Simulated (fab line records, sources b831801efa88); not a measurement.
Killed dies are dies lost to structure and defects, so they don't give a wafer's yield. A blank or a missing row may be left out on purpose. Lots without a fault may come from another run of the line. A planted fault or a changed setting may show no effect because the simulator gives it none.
Split-lot experiment | flow sfq_line | 5 lots, 23 wafers read, on a route of 325 steps

THE SPLIT
At SFQ_TRILAYER_M7_ETCH_METAL_ETCH_180 (etches Nb in Cl2/Ar, stops on SiO2, target depth 240 nm, time 120 s), the setting time_s was moved away from the recipe's 120 s on 7 of the 23 wafers read, by -7.3% to +5.5%. The other wafers ran this setting at the recipe's value.

The reading is taken at the split's own step.

THE READING
KrF_of_TRILAYER_M7_LITHO_COAT_177.thk_nm (the simulator's own value, which no gauge read), in nm, at SFQ_TRILAYER_M7_ETCH_METAL_ETCH_180 (etches Nb in Cl2/Ar, stops on SiO2, target depth 240 nm, time 120 s). The file gives no usual value for it. The 16 wafers here that ran the recipe average 384.2 nm, standard deviation 3.1 nm.

wafer  | tool, chamber at the split | time_s as run, s | against the recipe | KrF_of_TRILAYER_M7_LITHO_COAT_177.thk_nm, nm | against lot-mates on the recipe
L075.1 | rie_metal-02, 1            | 120              | recipe             | 382                                          | -
L075.2 | rie_metal-02, 0            | 113.6            | -5.3%              | 386                                          | +3.7
L075.3 | rie_metal-02, 1            | 120              | recipe             | 383.4                                        | -
L075.4 | rie_metal-02, 0            | 113.6            | -5.3%              | 388                                          | +5.7
L075.5 | rie_metal-02, 0            | 120              | recipe             | 381.5                                        | -
L076.1 | rie_metal-04, 0            | 120              | recipe             | 383.7                                        | -
L076.2 | rie_metal-04, 0            | 126.6            | +5.5%              | 380                                          | -4.0
L076.4 | rie_metal-04, 0            | 126.6            | +5.5%              | 376.6                                        | -7.4
L076.5 | rie_metal-04, 0            | 120              | recipe             | 384                                          | -
L076.6 | rie_metal-04, 0            | 120              | recipe             | 384.4                                        | -
L077.1 | rie_metal-02, 0            | 111.2            | -7.3%              | 389.8                                        | +10.2
L077.2 | rie_metal-02, 0            | 120              | recipe             | 378.4                                        | -
L077.3 | rie_metal-02, 0            | 111.2            | -7.3%              | 387.5                                        | +7.9
L077.4 | rie_metal-02, 0            | 120              | recipe             | 380.8                                        | -
L077.5 | rie_metal-02, 0            | 111.2            | -7.3%              | 388.3                                        | +8.7
L082.2 | rie_metal-04, 0            | 120              | recipe             | 389.8                                        | -
L082.3 | rie_metal-04, 0            | 120              | recipe             | 388.2                                        | -
L082.4 | rie_metal-04, 1            | 120              | recipe             | 385.7                                        | -
L082.5 | rie_metal-04, 1            | 120              | recipe             | 385.7                                        | -
L082.6 | rie_metal-04, 0            | 120              | recipe             | 389.7                                        | -
L083.2 | rie_metal-04, 0            | 120              | recipe             | 384.9                                        | -
L083.3 | rie_metal-04, 1            | 120              | recipe             | 380.9                                        | -
L083.6 | rie_metal-04, 0            | 120              | recipe             | 384.3                                        | -

THE FIT
A straight line over all 23 wafers: KrF_of_TRILAYER_M7_LITHO_COAT_177.thk_nm changes by -0.71 nm for each +1% of time_s; r = -0.66; the points scatter about the line by 2.9 nm.
The same after taking each lot's own level away (the mean of its wafers on the recipe; 23 wafers): -1.11 nm for each +1%; r = -0.93; scatter 1.5 nm.
On that fit, the largest move of time_s shifts the reading by 8.1 nm.
The lots' own levels span 379.60 to 387.82 nm, that is 2.7 times the standard deviation above.
So the lot-to-lot level blurs the effect unless lot-mates are compared.
Check: with one of the wafers moved furthest among these (-7.3%) left out of the fit, the line predicts +7.65 nm for it against its lot-mates. It came out at +10.2 nm against them.

OTHER SPLITS ON THESE WAFERS
These wafers also went through other splits before the reading. Each is held against what the fit with the lots' levels taken away leaves over:
other split on the same wafers               | wafers away from the commonest value | r with KrF_of_TRILAYER_M7_LITHO_COAT_177.thk_nm (lot level and that fit taken away)
SFQ_TRILAYER_I6_VIA_LITHO_PEB_172 peb_temp_c | 11                                   | -0.16
SFQ_TRILAYER_M7_LITHO_COAT_182 resist_thk_nm | 6                                    | -0.11
SFQ_TRILAYER_M7_LITHO_EXPOSE_178 dose_mj     | 5                                    | +0.13

THE FILE'S OWN FIT
KrF_of_TRILAYER_M7_LITHO_COAT_177.thk_nm changes by -1.09 nm for each +1% of time_s, r = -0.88.
